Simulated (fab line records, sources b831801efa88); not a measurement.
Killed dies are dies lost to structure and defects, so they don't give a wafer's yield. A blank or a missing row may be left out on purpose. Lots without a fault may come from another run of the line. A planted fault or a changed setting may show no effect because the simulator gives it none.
fab line records | flow sfq_line
record lots=6 wafers=18 last_day=80
route steps=325 shown I3@144 M4@148
lots that met no fault: from a run of the same line without faults
start_h: hours from the record's first day to the start of the lot's first wafer shown | wait_h: hours since the lot's step before | " the same as in the row above | L1.1+2: a row that stands for several wafers | - no value, or no start given | * or withheld: withheld | < > ~ a bound
route shown NAME@n: a module of which the file shows steps, and the number in the route of the first | usual: mean/standard deviation of fault-free wafers | same: alike in all rows | chamber/n: place in a boat | sites: the reading at each site | _std_site: their standard deviation | _edge_site: outer sites' mean less inner sites' | radius_mm: how far each site lies from the wafer's centre | mask NAME#n: copy n | behind: the tool/chamber that last shaped the wafer | hold: why the lot was held/for how many hours/how that ended | device: the transistor (n, p or np) that didn't switch | end of line: the same wafers' tests at the end of the route | a step without rows: its recipe alone | killed: dies lost to structure and defects at the first sort, not the wafer's yield | map: a wafer's dies, x killed, . not, _ none there
set.NAME: the setting as run; set.NAME@STEP: as run at that earlier step | model.NAME: the simulator's own value behind a step, which no gauge read
lots at some steps of the route; a table a step, a row a wafer
services: from which hour (start_h, from the record's first day; less than 0 if before it) a tool's chamber was out of use, for how many hours, and why
## steps
# step SFQ_TRILAYER_I3_VIA_BARC_OPEN_VIA_ETCH_121
# recipe mask_material=PR chemistry=O2 target_depth_nm=125 target=BARC source_w=500 bias_w=80 pressure_mtorr=30 time_s=41.7
# usual drypump_motor_current_A=5.7/0.43 oes_product_au=0.686/0.0043
# columns lot.wafer tool chamber start_h wait_h drypump_motor_current_A oes_product_au rf_hours_counter_h
L179.2 rie_diel-04 1 757.01 0.0 6.6 0.683 47
L179.3 " 0 " " 5.7 0.684 3
L179.4 " 2 " " 6.0 0.688 17
L184.3 rie_diel-01 2 806.11 0.0 5.8 0.683 17
L184.5 " 2 " " 5.8 0.693 -
L184.6 " 1 " " 5.8 0.675 -
L189.3 rie_diel-03 3 844.06 0.0 5.9 0.689 15
L189.5 " 3 " " 5.8 0.685 -
L189.6 " 2 " " 5.7 0.694 -
L192.2 rie_diel-03 1 871.66 0.0 5.4 0.690 11
L192.4 " 3 " " 5.9 0.691 15
L192.5 " 2 " " 5.7 0.684 -
L193.1 rie_diel-03 1 876.46 0.0 5.5 0.687 12
L193.3 " 2 " " 5.7 0.681 20
L193.5 " 3 " " 5.9 0.684 -
L201.2 rie_diel-03 1 942.26 0.0 5.4 0.688 13
L201.4 " 2 " " 5.8 0.688 22
L201.6 " 2 " " 5.7 0.689 -
# step SFQ_TRILAYER_I3_VIA_ETCH_VIA_ETCH_088
# recipe target=SiO2 stop_on=Nb mask_material=PR taper_deg=20 chemistry=CHF3 target_depth_nm=260 source_w=500 bias_w=80 pressure_mtorr=30 time_s=withheld
# usual drypump_motor_current_A=5.7/0.44 oes_product_au=0.855/0.0059
# columns lot.wafer tool chamber start_h wait_h drypump_motor_current_A oes_product_au
L179.2 rie_diel-04 1 757.05 0.0 6.6 0.856
L179.3 " 0 " " 5.7 0.849
L179.4 " 2 " " 6.0 0.856
L184.3 rie_diel-01 2 806.15 0.0 5.8 0.859
L184.5 " 2 " " 5.8 0.847
L184.6 " 1 " " 5.8 0.849
L189.3 rie_diel-03 3 844.10 0.0 5.8 0.853
L189.5 " 3 " " 5.9 0.850
L189.6 " 2 " " 5.7 0.856
L192.2 rie_diel-03 1 871.70 0.0 5.4 0.854
L192.4 " 3 " " 5.9 0.862
L192.5 " 2 " " 5.7 0.856
L193.1 rie_diel-03 1 876.50 0.0 5.4 0.863
L193.3 " 2 " " 5.7 0.849
L193.5 " 3 " " 5.9 0.845
L201.2 rie_diel-03 1 942.30 0.0 5.4 0.851
L201.4 " 2 " " 5.7 0.852
L201.6 " 2 " " 5.7 0.861
# step SFQ_TRILAYER_I3_VIA_STRIP_STRIP_089
# recipe gas=O2 power_w=200 platen_temp_c=40 overash_fraction=0.65 chemistry=O2 pressure_mtorr=50
# usual drypump_motor_current_A=5.5/0.35 he_backside_leak_sccm=3.59/0.29 oes_product_au=1.002/0.013
# columns lot.wafer tool chamber start_h wait_h drypump_motor_current_A he_backside_leak_sccm oes_product_au rf_hours_counter_h
L179.2 rie_metal-03 1 757.16 - 5.4 4.40 1.004 43
L179.3 " 0 " " 5.3 3.66 0.986 -
L179.4 " 1 " " 5.4 3.55 1.002 -
L184.3 rie_metal-01 0 806.46 - 5.1 3.40 1.005 -
L184.5 " 0 " " 5.1 3.69 0.998 -
L184.6 " 1 " " 5.2 3.66 1.022 -
L189.3 rie_metal-02 1 844.41 - 5.9 3.40 0.991 -
L189.5 " 1 " " 5.9 3.35 0.985 -
L189.6 " 0 " " 5.8 3.63 1.003 -
L192.2 rie_metal-01 1 871.81 - 5.2 3.73 1.019 97
L192.4 " 1 " " 5.2 3.79 1.031 -
L192.5 " 0 " " 5.1 3.40 1.008 -
L193.1 rie_metal-02 1 876.61 - 5.9 3.34 0.996 131
L193.3 " 1 " " 6.0 3.38 0.995 -
L193.5 " 1 " " 6.0 3.41 0.984 -
L201.2 rie_metal-02 0 942.41 - 5.7 3.45 0.997 10
L201.4 " 1 " " 6.0 3.48 0.972 -
L201.6 " 1 " " 5.9 3.56 0.975 -
# step SFQ_TRILAYER_I3_VIA_STRIP_SOLV_CLEAN_090
# recipe chemistry=NMP temp_c=70 time_s=600
# step SFQ_TRILAYER_M4_DEP_PRE_CLEAN_092
# recipe gas=Ar time_s=22.5 bias_v=250
# step SFQ_TRILAYER_M4_DEP_SPUTTER_091
# recipe material=Nb base_pressure_pa=1.33e-06 chamber_pressure_pa=0.1333 substrate_temp_c=20 resputter_cathode_voltage_v=400 target_thk_nm=200 power_w=2000 time_s=133.3
# usual throttle_valve_pct=30.7/0.78
# columns lot.wafer tool chamber start_h wait_h throttle_valve_pct
L179.2 pvd_sputter-04 - 757.97 0.0 30.3
L179.3 " - " " 31.0
L179.4 " - " " 31.1
L184.3 pvd_sputter-05 - 807.07 0.0 31.7
L184.5 " - " " 31.2
L184.6 " - " " 31.0
L189.3 pvd_sputter-05 - 845.02 0.0 31.7
L189.5 " - " " 31.2
L189.6 " - " " 30.5
L192.2 pvd_sputter-03 - 872.62 0.0 28.8
L192.4 " - " " 30.2
L192.5 " - " " 30.8
L193.1 pvd_sputter-03 - 878.02 0.0 29.2
L193.3 " - " " 30.7
L193.5 " - " " 30.7
L201.2 pvd_sputter-05 - 943.23 0.0 30.2
L201.4 " - " " 31.2
L201.6 " - " " 30.6
# step SFQ_M4_RS_MEAS_924
# recipe thk_meas_gauge=four-point-probe reads=Nb_of_TRILAYER_M4_DEP_SPUTTER_091
# usual M4_NB_RS=0.884/0.011
# columns lot.wafer tool chamber start_h wait_h M4_NB_RS[ohm/sq]
L179.2 film_metro-03 - 758.08 0.1 0.890
L179.3 " - " " 0.895
L179.4 " - " " 0.898
L184.3 film_metro-03 - 807.20 0.1 0.880
L184.5 " - " " 0.875
L184.6 " - " " 0.890
L189.3 film_metro-01 - 845.15 0.1 0.886
L189.5 " - " " 0.891
L189.6 " - " " 0.898
L192.2 film_metro-04 - 872.73 0.1 0.892
L192.4 " - " " 0.863
L192.5 " - " " 0.878
L193.1 film_metro-04 - 878.11 0.0 0.878
L193.3 " - " " 0.870
L193.5 " - " " 0.867
L201.2 film_metro-01 - 943.34 0.1 0.879
L201.4 " - " " 0.894
L201.6 " - " " 0.883
# step SFQ_TRILAYER_M4_LITHO_COAT_098
# recipe resist=BARC spin_rpm=3000 resist_thk_nm=62
# step SFQ_TRILAYER_M4_LITHO_COAT_093
# recipe resist=KrF spin_rpm=3000 resist_thk_nm=600
# step SFQ_TRILAYER_M4_LITHO_SOFTBAKE_097
# recipe temp_c=withheld time_s=withheld resist=KrF
# step SFQ_TRILAYER_M4_LITHO_EXPOSE_094
# recipe mask_id=M4 na=0.6 source_shape=conventional sigma_outer=0.65 target_cd_nm=500 dose_mj=14.4
# step SFQ_TRILAYER_M4_LITHO_PEB_096
# recipe peb_temp_c=115 peb_time_s=60 resist=KrF
# usual exhaust_pa=45.1/0.81 resist_line_temp_C=22.98/0.11
# columns lot.wafer tool chamber start_h wait_h exhaust_pa resist_line_temp_C
L179.2 litho_track-03 0 821.08 0.8 45.4 23.05
L179.3 " 0 " " 45.3 23.18
L179.4 " 0 " " 45.1 23.09
L184.3 litho_track-03 0 868.39 0.7 46.9 22.97
L184.5 " 0 " " 46.0 23.07
L184.6 " 0 " " 45.6 22.96
L189.3 litho_track-01 0 895.99 0.7 45.5 22.78
L189.5 " 0 " " 44.6 22.97
L189.6 " 0 " " 45.1 22.91
L192.2 litho_track-01 0 913.96 0.8 45.9 22.90
L192.4 " 0 " " 44.8 23.00
L192.5 " 0 " " 44.7 23.02
L193.1 litho_track-01 0 917.54 1.0 45.1 22.90
L193.3 " 0 " " 45.8 22.91
L193.5 " 0 " " 43.0 22.90
L201.2 litho_track-04 0 965.01 0.8 43.7 22.91
L201.4 " 0 " " 45.8 22.79
L201.6 " 0 " " 46.1 22.86
# step SFQ_TRILAYER_M4_LITHO_DEVELOP_095
# recipe time_s=60 resist=KrF
# step SFQ_M4_OVL_MEAS_926
# usual M4_OVL=3/6.6
# columns lot.wafer tool chamber start_h wait_h M4_OVL[nm]
L179.2 overlay-02 - 821.36 0.1 4
L179.3 " - " " 13
L179.4 " - " " 4
L184.3 overlay-01 - 868.65 0.1 -6
L184.5 " - " " -6
L184.6 " - " " -10
L189.3 overlay-01 - 896.25 0.1 4
L189.5 " - " " 12
L189.6 " - " " 12
L192.2 overlay-02 - 914.24 0.1 15
L192.4 " - " " 7
L192.5 " - " " -1
L193.1 overlay-02 - 917.84 0.1 -11
L193.3 " - " " -4
L193.5 " - " " -8
L201.2 overlay-01 - 965.29 0.1 1
L201.4 " - " " 2
L201.6 " - " " -2
# step SFQ_TRILAYER_M4_BARC_OPEN_METAL_ETCH_123
# recipe mask_material=PR chemistry=O2 target_depth_nm=125 target=BARC icp_w=600 bias_w=80 pressure_mtorr=10 time_s=41.7
# usual drypump_motor_current_A=5.5/0.37 he_backside_leak_sccm=3.49/0.16 oes_product_au=0.685/0.0046
# columns lot.wafer tool chamber start_h wait_h drypump_motor_current_A he_backside_leak_sccm oes_product_au rf_hours_counter_h model.M4.cd_nm
L179.2 rie_metal-02 1 821.39 0.0 5.9 3.39 0.686 118 499.7
L179.3 " 0 " " 5.7 3.74 0.683 - 500.5
L179.4 " 1 " " 5.9 3.39 0.687 - 499.4
L184.3 rie_metal-04 0 868.79 0.1 5.1 3.28 0.677 - 501.9
L184.5 " 1 " " 4.8 3.28 0.684 - 500.6
L184.6 " 0 " " 5.1 3.33 0.684 - 499.9
L189.3 rie_metal-04 1 896.29 0.0 4.8 3.74 0.693 - 499.9
L189.5 " 1 " " 4.8 3.57 0.689 - 500.1
L189.6 " 0 " " 5.1 3.24 0.694 - 498.6
L192.2 rie_metal-04 1 914.27 0.0 4.8 3.70 0.690 115 488.7
L192.4 " 1 " " 4.9 3.66 0.693 - 488.8
L192.5 " 0 " " 5.1 3.20 0.680 - 487.9
L193.1 rie_metal-03 0 917.87 0.0 5.3 3.46 0.686 76 491.9
L193.3 " 0 " " 5.3 3.55 0.685 - 491.4
L193.5 " 1 " " 5.4 3.49 0.681 - 491
L201.2 rie_metal-02 0 965.32 0.0 5.8 3.49 0.683 15 501.3
L201.4 " 1 " " 5.9 3.47 0.678 - 501.7
L201.6 " 1 " " 5.9 3.47 0.699 - 501
# step SFQ_TRILAYER_M4_ETCH_METAL_ETCH_096
# recipe target=Nb stop_on=SiO2 mask_material=PR chemistry=Cl2/Ar target_depth_nm=240 icp_w=600 bias_w=80 pressure_mtorr=10 time_s=120
# usual drypump_motor_current_A=5.5/0.37 he_backside_leak_sccm=3.51/0.2 oes_product_au=0.897/0.0084
# columns lot.wafer tool chamber start_h wait_h drypump_motor_current_A he_backside_leak_sccm oes_product_au rf_hours_counter_h model.M4.cd_nm
L179.2 rie_metal-02 1 821.45 0.0 5.9 3.44 0.891 118 499.1
L179.3 " 0 " " 5.8 4.13 0.888 - 500
L179.4 " 1 " " 6.0 3.28 0.889 - 497.4
L184.3 rie_metal-04 0 868.87 0.1 5.1 3.15 0.894 - 504.7
L184.5 " 1 " " 4.8 3.48 0.912 - 500.4
L184.6 " 0 " " 5.1 3.18 0.894 - 503.4
L189.3 rie_metal-04 1 896.38 0.1 4.9 3.65 0.900 - 497.5
L189.5 " 1 " " 4.8 4.88 0.881 - 497.9
L189.6 " 0 " " 5.1 3.26 0.892 - 501.1
L192.2 rie_metal-04 1 914.33 0.0 4.8 3.71 0.895 115 486
L192.4 " 1 " " 4.9 3.74 0.914 - 484.3
L192.5 " 0 " " 5.1 3.17 0.896 - 488.4
L193.1 rie_metal-03 0 917.93 0.0 5.3 3.58 0.903 76 492.1
L193.3 " 0 " " 5.3 3.58 0.905 - 491.8
L193.5 " 1 " " 5.4 3.52 0.911 - 491
L201.2 rie_metal-02 0 965.38 0.0 5.8 3.70 0.901 15 501.4
L201.4 " 1 " " 5.9 3.43 0.890 - 501.6
L201.6 " 1 " " 5.9 3.52 0.902 - 501.5
# step SFQ_TRILAYER_M4_STRIP_STRIP_097
# recipe gas=O2 power_w=200 platen_temp_c=40 overash_fraction=0.65 chemistry=O2 pressure_mtorr=50
# usual drypump_motor_current_A=5.5/0.37 he_backside_leak_sccm=3.53/0.17 oes_product_au=1.001/0.011
# columns lot.wafer tool chamber start_h wait_h drypump_motor_current_A he_backside_leak_sccm oes_product_au rf_hours_counter_h
L179.2 rie_metal-02 1 821.58 0.1 5.9 3.42 0.976 118
L179.3 " 0 " " 5.8 3.67 1.006 -
L179.4 " 1 " " 6.0 3.56 0.994 -
L184.3 rie_metal-04 0 869.16 0.2 5.1 3.30 1.011 -
L184.5 " 1 " " 4.9 3.68 0.993 -
L184.6 " 0 " " 5.1 3.47 1.018 -
L189.3 rie_metal-04 1 896.66 0.2 4.8 3.60 1.002 -
L189.5 " 1 " " 4.8 3.52 1.000 -
L189.6 " 0 " " 5.1 3.29 1.009 -
L192.2 rie_metal-04 1 914.46 0.1 4.8 3.63 1.003 115
L192.4 " 1 " " 4.9 3.57 0.991 -
L192.5 " 0 " " 5.1 3.46 1.004 -
L193.1 rie_metal-03 0 918.06 0.1 5.3 3.34 1.003 76
L193.3 " 0 " " 5.3 3.26 0.999 -
L193.5 " 1 " " 5.4 3.59 1.006 -
L201.2 rie_metal-02 0 965.51 0.1 5.7 3.56 1.016 15
L201.4 " 1 " " 5.9 3.60 0.997 -
L201.6 " 1 " " 5.9 3.52 0.984 -
## services
# columns tool chamber start_h hours kind
rie_diel-04 - 742.44 0.2 repair
rie_diel-03 - 744.54 15.6 pm
rie_metal-04 1 749.18 16.4 repair
pvd_sputter-05 - 769.17 4.1 repair
pvd_sputter-03 - 769.18 0.9 repair
rie_diel-03 - 829.15 1.7 repair
rie_metal-03 - 837.32 15.6 pm
rie_diel-04 - 839.52 2.8 pm
rie_diel-04 - 851.07 4.6 repair
pvd_sputter-03 - 859.17 2.3 repair
rie_metal-03 - 866.77 14.6 pm
rie_diel-01 3 871.66 9.7 repair
rie_diel-03 - 873.87 0.5 repair
rie_diel-03 0 875.55 14.3 repair
rie_diel-01 - 885.94 2.8 pm
rie_metal-04 - 888.16 1.4 pm
rie_diel-04 3 904.73 4.6 repair
rie_diel-01 0 914.30 3.9 repair
rie_diel-03 1 917.63 6.1 repair
rie_metal-01 - 926.83 2.8 pm
pvd_sputter-03 - 927.53 0.5 repair
rie_metal-03 1 942.42 2.1 repair
rie_diel-04 1 959.94 5.1 repair
rie_metal-03 - 962.67 28.1 pm
## key
first_sign none at tools or gauges
model_effect step=SFQ_TRILAYER_M4_BARC_OPEN_METAL_ETCH_123 value=M4.cd_nm without=499.9 struck=490
model_effect step=SFQ_TRILAYER_M4_ETCH_METAL_ETCH_096 value=M4.cd_nm without=498.9 struck=488.9
met_at SFQ_TRILAYER_M4_LITHO_PEB_096
struck_wafers L192.2,L192.4,L192.5,L193.1,L193.3,L193.5
onset_between 895.99 913.96
also_fits SFQ_TRILAYER_M4_DEP_SPUTTER_091:pvd_sputter-03
fault kind=process_parameter_drift tool=litho_track-01 chamber=- onset_h=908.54 steps=SFQ_TRILAYER_M4_LITHO_PEB_096 channel=peb_time_s offset=* shape=step end_h=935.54 acts_in=* stated=*
